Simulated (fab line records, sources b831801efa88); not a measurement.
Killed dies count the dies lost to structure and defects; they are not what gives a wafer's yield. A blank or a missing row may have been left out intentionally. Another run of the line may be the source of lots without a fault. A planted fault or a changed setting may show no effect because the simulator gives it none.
A lot that was struck, set against a sound lot	flow sky130	18 steps out of a route of 708
Sound: these wafers, L525.3, L525.5, L525.6. Struck: wafer L533.3 (L533.1, L533.4, from the same lot, were not struck and are left out); the cause is given at the end.
Order at every step that has rows: each side's tool, ch and its chambers, its first start. Under that, the readings that differ: sound wafers	struck wafers	difference of the means	sigmas: that difference in standard deviations of wafers without a fault.
alike: same words and numbers on both sides, and readings whose means sit less than 2 such deviations apart. not compared: any withheld reading, any reading some wafer has no value for, any bound like >300 that may hide the same value, and any number with overlapping values for which the record gives no deviation.
Wherever a step has rows on one side only, a row that says differs or no value, or a row with sigmas, the two part there. Non-overlapping numbers with no deviation appear without sigmas and do not part them. A reading that every wafer of one side lacks parts them only if that side has two wafers or more.

first, 3 steps without rows for these wafers: SKY_VIA3_EXPOSE_09 (exposes mask VIM3, target cd 200 nm); SKY_VIA3_PEB_10; SKY_VIA3_DEVELOP_11 (develop time 60 s).
SKY_VIA3_CD_MEAS_12: the cd target is 200 nm.
  sound on cd-sem-02, day 41 03:34; struck on cd-sem-02, day 43 10:19
  alike: cd-nm
SKY_VIA3_OVL_MEAS_13:
  sound on overlay-02, day 41 03:39; struck on overlay-02, day 43 10:26
  alike: VIA3_OVL
SKY_VIA3_ETCH_14: etches BARC in N2/H2, stops on SiO2, time 45.9 s, target depth 60 nm.
  sound on rie-diel-02 ch 0,3, day 41 03:40; struck on rie-diel-01 ch 1, day 43 10:28
  alike: bias-w, drypump-motor-current-A, n2-flow-sccm, oes-product-au, throttle-valve-pct
  not compared: rf-hours-counter-h
SKY_VIA3_ETCH_15: etches SiO2 in C4F8/O2/Ar, stops on TiN, target depth 507 nm, time 78 s.
  sound on rie-diel-02 ch 0,3, day 41 03:43; struck on rie-diel-01 ch 1, day 43 10:30
  alike: bias-w, oes-product-au
  not compared: rf-hours-counter-h
SKY_VIA3_STRIP_16: strips in O2/N2.
  sound on plasma-asher-01 ch 0,1, day 41 03:49; struck on plasma-asher-02 ch 0, day 43 10:34
reading	sound	struck	difference	sigmas
oes-product-au (a.u.)	0.404 0.408 0.404	0.394	-0.011	-3
  alike: drypump-motor-current-A, n2-flow-sccm, strip-time-to-endpoint-s
  not compared: rf-hours-counter-h
then, 3 steps without rows for these wafers: SKY_VIA3_STRIP_17 (strips in post etch residue remover, time 1200 s); SKY_VIA3_CLEAN_18 (cleans in IPA, time 180 s); SKY_VIA3_CLEAN_19 (cleans in O3/DIW).
SKY_VIA3_SPUTTER_20: material TiN, target thk 20 nm, time 80 s.
  sound on pvd-sputter-03, day 41 04:22; struck on pvd-sputter-02, day 43 11:10
  alike: throttle-valve-pct
SKY_VIA3_CVD_21: deposits W, target thk 390 nm, time 117.31 s.
  sound on cvd-w-01 ch 0,1, day 41 04:28; struck on cvd-w-02 ch 1, day 43 11:13
reading	sound	struck	difference	sigmas
chamber-pressure-Torr (Torr)	40.03 40.02 39.95	25.12	-14.88	-99 or more
heater-power-w (W)	828 819 849	965	+133	+2
model.W_of_VIA3_CVD_21.thk-nm (nm)	393.7 388.9 394.1	312.6	-79.6	
  alike: susceptor-temp-C
SKY_VIA3_RS_MEAS_22: measurement is done with a four-point probe.
  sound on film-metro-01, day 41 04:35; struck on film-metro-01, day 43 11:20
reading	sound	struck	difference	sigmas
VIA3_W_RS (ohm/sq)	0.291 0.294 0.290	0.368	+0.076	+23
SKY_VIA3_THK_MEAS_23: measures by xrf.
  sound on film-metro-01, day 41 04:41; struck on film-metro-01, day 43 11:28
reading	sound	struck	difference	sigmas
VIA3_W_THK (nm)	421 414 419	328	-90	-19
SKY_VIA3_CMP_24: polishes, stops on SiO2, t overpolish 20 s, target thk 0 nm.
  sound on cmp-02 ch 1,2, day 41 04:47; struck on cmp-01 ch 1, day 43 11:31
reading	sound	struck	difference	sigmas
time-to-endpoint-s (s)	99 95 100	74	-24	-7
  alike: motor-current-A
SKY_METAL4_SPUTTER_00: material Ti, target thk 15 nm, time 10 s.
  sound on pvd-sputter-02, day 41 05:02; struck on pvd-sputter-03, day 43 11:49
  alike: throttle-valve-pct
-- the record jumps here: 6 days lie between the struck wafers' starts before and after (it left off in module METAL4 and takes up again in module PAD_OPEN, whose first step shown is number 708 of the route) --
SKY_PAD_OPEN_PROBE_99:
  sound on prober-01, day 47 02:15; struck on prober-01, day 49 00:05
  alike: defect-limited-yield, killed_at_M0_to_M3, killed_at_M4_up, killed-at-contacts, killed-at-front-end, killed-at-other, killed-dies, killed-open, killed-short, sort_bin_3_pad_short, sort_bin_5_function, sort_bin_6_memory, sort-n-pass, sort-yield-pct

== WHERE THEY PART ==
Earliest at SKY_VIA3_STRIP_16; latest, in this record, at SKY_VIA3_CMP_24. Later steps at which nothing parts them and some readings are alike: SKY_METAL4_SPUTTER_00, SKY_PAD_OPEN_PROBE_99.

WHY: whatever the simulator had introduced
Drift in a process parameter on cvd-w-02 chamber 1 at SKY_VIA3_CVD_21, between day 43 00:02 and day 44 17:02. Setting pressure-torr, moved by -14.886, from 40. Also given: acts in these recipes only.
